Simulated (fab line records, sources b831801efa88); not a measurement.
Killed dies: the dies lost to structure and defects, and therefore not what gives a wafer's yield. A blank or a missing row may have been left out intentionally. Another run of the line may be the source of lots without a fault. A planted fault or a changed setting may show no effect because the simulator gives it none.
The tool behind it: which one? / flow gf180mcu / 11 lots with 33 wafers sampled at 5 steps, on a route of 602 steps

WHAT THE GAUGES SHOWED, per wafer
GF_V2_THK_MEAS_01.
lot=L201; measured=day 19 22:46; on=film-metro-01; V2_CVD_00_THK (nm)=602 621 618
lot=L205; measured=day 21 11:07; on=film-metro-04; V2_CVD_00_THK (nm)=611 615 607
lot=L206; measured=day 22 06:45; on=film-metro-04; V2_CVD_00_THK (nm)=606 606 610
lot=L208; measured=day 22 14:19; on=film-metro-04; V2_CVD_00_THK (nm)=587 597 599
lot=L215; measured=day 25 04:25; on=film-metro-02; V2_CVD_00_THK (nm)=591 604 595
lot=L217; measured=day 25 21:26; on=film-metro-02; V2_CVD_00_THK (nm)=600 594 593
lot=L218; measured=day 26 02:58; on=film-metro-04; V2_CVD_00_THK (nm)=597 586 603
lot=L219; measured=day 26 13:20; on=film-metro-04; V2_CVD_00_THK (nm)=605 584 586
lot=L220; measured=day 27 00:56; on=film-metro-02; V2_CVD_00_THK (nm)=596 607 597
lot=L222; measured=day 27 07:30; on=film-metro-02; V2_CVD_00_THK (nm)=595 600 610
lot=L223; measured=day 27 20:02; on=film-metro-02; V2_CVD_00_THK (nm)=599 598 590

GF_V2_RS_MEAS_24: a four-point-probe measurement.
lot=L201; measured=day 21 00:32; on=film-metro-02; V2_W_RS (ohm/sq)=0.332 0.334 0.333
lot=L205; measured=day 22 12:10; on=film-metro-04; V2_W_RS (ohm/sq)=0.300 0.301 0.305
lot=L206; measured=day 23 07:26; on=film-metro-01; V2_W_RS (ohm/sq)=0.333 0.326 0.325
lot=L208; measured=day 23 14:51; on=film-metro-04; V2_W_RS (ohm/sq)=0.302 0.301 0.300
lot=L215; measured=day 26 03:13; on=film-metro-02; V2_W_RS (ohm/sq)=0.333 0.334 0.329
lot=L217; measured=day 26 20:11; on=film-metro-04; V2_W_RS (ohm/sq)=0.328 0.329 0.323
lot=L218; measured=day 27 02:13; on=film-metro-04; V2_W_RS (ohm/sq)=0.328 0.333 0.330
lot=L219; measured=day 27 11:02; on=film-metro-02; V2_W_RS (ohm/sq)=0.327 0.331 0.323
lot=L220; measured=day 27 22:56; on=film-metro-04; V2_W_RS (ohm/sq)=0.329 0.324 0.333
lot=L222; measured=day 28 05:35; on=film-metro-04; V2_W_RS (ohm/sq)=0.332 0.329 0.330
lot=L223; measured=day 28 17:20; on=film-metro-04; V2_W_RS (ohm/sq)=0.333 0.332 0.331

GF_V2_THK_MEAS_25: measures by xrf.
lot=L201; measured=day 21 00:39; on=film-metro-02; V2_W_THK (nm)=343 340 342
lot=L205; measured=day 22 12:17; on=film-metro-04; V2_W_THK (nm)=374 375 367
lot=L206; measured=day 23 07:34; on=film-metro-01; V2_W_THK (nm)=337 344 347
lot=L208; measured=day 23 14:58; on=film-metro-04; V2_W_THK (nm)=370 373 370
lot=L215; measured=day 26 03:19; on=film-metro-02; V2_W_THK (nm)=338 338 343
lot=L217; measured=day 26 20:18; on=film-metro-04; V2_W_THK (nm)=340 340 346
lot=L218; measured=day 27 02:20; on=film-metro-04; V2_W_THK (nm)=342 335 339
lot=L219; measured=day 27 11:10; on=film-metro-02; V2_W_THK (nm)=346 342 351
lot=L220; measured=day 27 23:02; on=film-metro-04; V2_W_THK (nm)=338 343 335
lot=L222; measured=day 28 05:41; on=film-metro-04; V2_W_THK (nm)=340 343 340
lot=L223; measured=day 28 17:28; on=film-metro-04; V2_W_THK (nm)=340 340 343

TOOL THAT RAN EACH LOT (tool first, then ch and the chambers of the sampled wafers, then the start)
lot=L201; GF_V2_STRIP_18=plasma-asher-02 ch 0,1, day 20 23:46; GF_V2_CVD_23=cvd-w-01 ch 0,1, day 21 00:24
lot=L205; GF_V2_STRIP_18=plasma-asher-03 ch 0,1, day 22 11:25; GF_V2_CVD_23=cvd-w-01 ch 0,1, day 22 12:03
lot=L206; GF_V2_STRIP_18=plasma-asher-02 ch 0,1, day 23 06:42; GF_V2_CVD_23=cvd-w-02 ch 0,1, day 23 07:20
lot=L208; GF_V2_STRIP_18=plasma-asher-04 ch 0,1, day 23 14:05; GF_V2_CVD_23=cvd-w-01 ch 0,1, day 23 14:44
lot=L215; GF_V2_STRIP_18=plasma-asher-03 ch 0,1, day 26 02:27; GF_V2_CVD_23=cvd-w-01 ch 0,1, day 26 03:05
lot=L217; GF_V2_STRIP_18=plasma-asher-02 ch 0, day 26 19:25; GF_V2_CVD_23=cvd-w-01 ch 0,1, day 26 20:03
lot=L218; GF_V2_STRIP_18=plasma-asher-02 ch 0,1, day 27 01:26; GF_V2_CVD_23=cvd-w-01 ch 0,1, day 27 02:07
lot=L219; GF_V2_STRIP_18=plasma-asher-02 ch 0,1, day 27 10:17; GF_V2_CVD_23=cvd-w-01 ch 0,1, day 27 10:56
lot=L220; GF_V2_STRIP_18=plasma-asher-04 ch 0,1, day 27 22:10; GF_V2_CVD_23=cvd-w-02 ch 0,1, day 27 22:48
lot=L222; GF_V2_STRIP_18=plasma-asher-02 ch 0,1, day 28 04:50; GF_V2_CVD_23=cvd-w-02 ch 0,1, day 28 05:28
lot=L223; GF_V2_STRIP_18=plasma-asher-02 ch 0,1, day 28 16:34; GF_V2_CVD_23=cvd-w-01 ch 0,1, day 28 17:14
- GF_V2_STRIP_18: strips in O2/N2.
- GF_V2_CVD_23: deposits W, target thk 350 nm, time 104.94 s.

WHAT THE TOOLS THEMSELVES READ (means of the sampled wafers that have a number; where no wafer has one, the mark that the record gives instead)
GF_V2_STRIP_18.
lot=L201; tool=plasma-asher-02; drypump-motor-current-A (A)=5.7; heater-power-w (W)=287; oes-product-au (a.u.)=0.591
lot=L205; tool=plasma-asher-03; drypump-motor-current-A (A)=5.4; heater-power-w (W)=311; oes-product-au (a.u.)=0.594
lot=L206; tool=plasma-asher-02; drypump-motor-current-A (A)=5.7; heater-power-w (W)=319; oes-product-au (a.u.)=0.591
lot=L208; tool=plasma-asher-04; drypump-motor-current-A (A)=5.6; heater-power-w (W)=342; oes-product-au (a.u.)=0.588
lot=L215; tool=plasma-asher-03; drypump-motor-current-A (A)=5.4; heater-power-w (W)=306; oes-product-au (a.u.)=0.594
lot=L217; tool=plasma-asher-02; drypump-motor-current-A (A)=5.8; heater-power-w (W)=352; oes-product-au (a.u.)=0.589
lot=L218; tool=plasma-asher-02; drypump-motor-current-A (A)=5.7; heater-power-w (W)=323; oes-product-au (a.u.)=0.594
lot=L219; tool=plasma-asher-02; drypump-motor-current-A (A)=5.6; heater-power-w (W)=288; oes-product-au (a.u.)=0.593
lot=L220; tool=plasma-asher-04; drypump-motor-current-A (A)=5.6; heater-power-w (W)=348; oes-product-au (a.u.)=0.593
lot=L222; tool=plasma-asher-02; drypump-motor-current-A (A)=5.6; heater-power-w (W)=292; oes-product-au (a.u.)=0.591
lot=L223; tool=plasma-asher-02; drypump-motor-current-A (A)=5.7; heater-power-w (W)=327; oes-product-au (a.u.)=0.595

GF_V2_CVD_23.
lot=L201; tool=cvd-w-01; chamber-pressure-Torr (Torr)=40.14; heater-power-w (W)=891
lot=L205; tool=cvd-w-01; chamber-pressure-Torr (Torr)=47.28; heater-power-w (W)=904
lot=L206; tool=cvd-w-02; chamber-pressure-Torr (Torr)=39.93; heater-power-w (W)=934
lot=L208; tool=cvd-w-01; chamber-pressure-Torr (Torr)=47.25; heater-power-w (W)=894
lot=L215; tool=cvd-w-01; chamber-pressure-Torr (Torr)=39.90; heater-power-w (W)=901
lot=L217; tool=cvd-w-01; chamber-pressure-Torr (Torr)=39.99; heater-power-w (W)=904
lot=L218; tool=cvd-w-01; chamber-pressure-Torr (Torr)=40.11; heater-power-w (W)=919
lot=L219; tool=cvd-w-01; chamber-pressure-Torr (Torr)=39.97; heater-power-w (W)=897
lot=L220; tool=cvd-w-02; chamber-pressure-Torr (Torr)=40.06; heater-power-w (W)=948
lot=L222; tool=cvd-w-02; chamber-pressure-Torr (Torr)=40.02; heater-power-w (W)=938
lot=L223; tool=cvd-w-01; chamber-pressure-Torr (Torr)=39.94; heater-power-w (W)=892

THE ANSWER, worked out from the rows above alone
Rule: what is usual is taken from the lots themselves. The widest of any qualifying gaps counts: lots, ordered by their means at a reading, are off when they make up no more than a third of the lots, leave a main group of 4 or more, and stand apart from it by 3 or more times the standard deviation of that group's means. If all means in a main group match to the digits the tables above print for the reading, that group is not used. A lot without any number at a reading at which 4 lots or more have one is off too. All remaining lots with rows at the step are treated as sound. First the gauges in route order, then the tools' own readings, where a lot's mean is used as printed above. The first step at which some lot is off is used, and at that step the reading that is off furthest; a lot without a number counts as furthest.
Off: at GF_V2_RS_MEAS_24 (V2_W_RS), L205, L208. For the main group the mean is 0.330 ohm/sq and the standard deviation 0.0022.
A tool fits if, at a process step before that reading, it ran every lot that is off, and no sound lot after the first of them. Not tried: the gauges at GF_V2_RS_MEAS_24; whatever is off there is also off at GF_V2_CVD_23, on other tools, and gauge error can't account for it. Of those tried, none fits.

WHAT THE SIMULATOR HAD PUT IN
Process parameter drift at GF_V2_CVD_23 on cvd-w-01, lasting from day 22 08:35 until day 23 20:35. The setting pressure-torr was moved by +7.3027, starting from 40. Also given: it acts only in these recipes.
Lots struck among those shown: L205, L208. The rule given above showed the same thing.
